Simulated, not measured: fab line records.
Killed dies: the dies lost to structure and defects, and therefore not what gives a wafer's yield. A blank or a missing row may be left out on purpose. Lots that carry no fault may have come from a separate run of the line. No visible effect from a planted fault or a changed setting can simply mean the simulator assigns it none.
A single fault, viewed from 2 desks    flow sky130    each desk holds nothing but its own numbers, with what lay behind them at the end

## AT THE TOOL OWNER'S DESK: pvd sputter-01
The tool's own readings at SKY_METAL2_SPUTTER_02 (material AlCu, target thk 250 nm, time 13.3 s): means of the sampled wafers that have a number, for each lot that ran on this tool. Marked OUT: a lot whose mean sits more than 4 standard deviations from the usual mean, which makes it out of limits; the brackets give that distance.
Columns: A = cathode dc power W at SKY_METAL2_SPUTTER_02, usual 10600 W; B = chamber pressure pa at SKY_METAL2_SPUTTER_02, usual 0.4000 Pa; C = throttle valve pct at SKY_METAL2_SPUTTER_02, usual 30.3 %
lot   first seen here  A                       B       C
L545  day 35 16:43     10600                   0.3994  30.8
L547  day 36 02:05     9799 (-99 or more) OUT  0.3994  29.4
L549  day 36 11:52     9797 (-99 or more) OUT  0.4021  29.8
L560  day 39 13:30     10601                   0.4012  31.3
This desk's finding: out of limits on L547, L549; first on L547, day 36 02:05 (cathode dc power W at SKY_METAL2_SPUTTER_02). Within limits: L545, L560.

## THE METROLOGY DESK
Means of the sampled wafers that have a number, per lot and without regard to the tool the lot ran on: this is what the gauges read. Marked OUT: a lot whose mean sits more than 4 standard deviations from the usual mean, which makes it out of limits; the brackets give that distance.
Columns: A = VIA1_BOW at SKY_VIA1_BOW_MEAS_03, usual 81 um; B = cd nm at SKY_VIA1_CD_MEAS_12, usual 149.4 nm; C = METAL2_ALCU_RS at SKY_METAL2_RS_MEAS_05, usual 0.1264 ohm/sq; D = METAL2_ALCU_THK at SKY_METAL2_THK_MEAS_06, usual 246.9 nm
lot   first seen here  A   B      C                  D
L545  day 34 12:37     80  149.4  0.1260             247.0
L548  day 34 13:08     72  150.6  0.1246             249.6
L544  day 34 20:06     91  149.9  0.1257             247.2
L547  day 34 22:32     72  147.3  0.1393 (+9.9) OUT  224.0 (-8.8) OUT
L549  day 35 07:56     77  149.3  0.1362 (+7.5) OUT  230.3 (-6.4) OUT
L554  day 36 14:04     73  151.7  0.1267             245.7
L556  day 37 02:53     81  151.4  0.1280             244.2
L558  day 37 12:31     86  149.0  0.1262             247.8
L560  day 38 11:53     76  148.1  0.1259             247.9
L561  day 38 12:22     77  147.9  0.1261             247.1
L562  day 38 18:51     79  149.0  0.1253             248.9
L564  day 39 14:23     84  147.4  0.1261             247.9
L566  day 39 20:52     81  150.6  0.1272             246.5
This desk finds L547, L549 out of limits, with the earliest case on L547 at day 36 02:13 (METAL2_ALCU_RS at SKY_METAL2_RS_MEAS_05). Within limits: L545, L548, L544, L554, L556, L558, L560, L561, L562, L564, L566.

## BROUGHT TOGETHER
The tool owner's desk could have raised an alarm at day 36 02:05, on L547, L549.
On L547, L549, the metrology desk was in a position to raise an alarm at day 36 02:13.
The lots listed all ran SKY_METAL2_SPUTTER_02 on pvd sputter-01.

## WHAT HAD BEEN PUT IN BY THE SIMULATOR
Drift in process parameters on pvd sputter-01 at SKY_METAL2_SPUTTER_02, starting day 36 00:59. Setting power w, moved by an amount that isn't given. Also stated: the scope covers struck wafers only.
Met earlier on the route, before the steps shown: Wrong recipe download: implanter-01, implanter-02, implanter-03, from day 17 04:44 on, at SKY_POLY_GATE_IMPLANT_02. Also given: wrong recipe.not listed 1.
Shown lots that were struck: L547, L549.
Delay (hours) between the fault's onset and each desk's first out-of-limits reading: 1 at the tool owner's desk, 1 at the metrology desk.
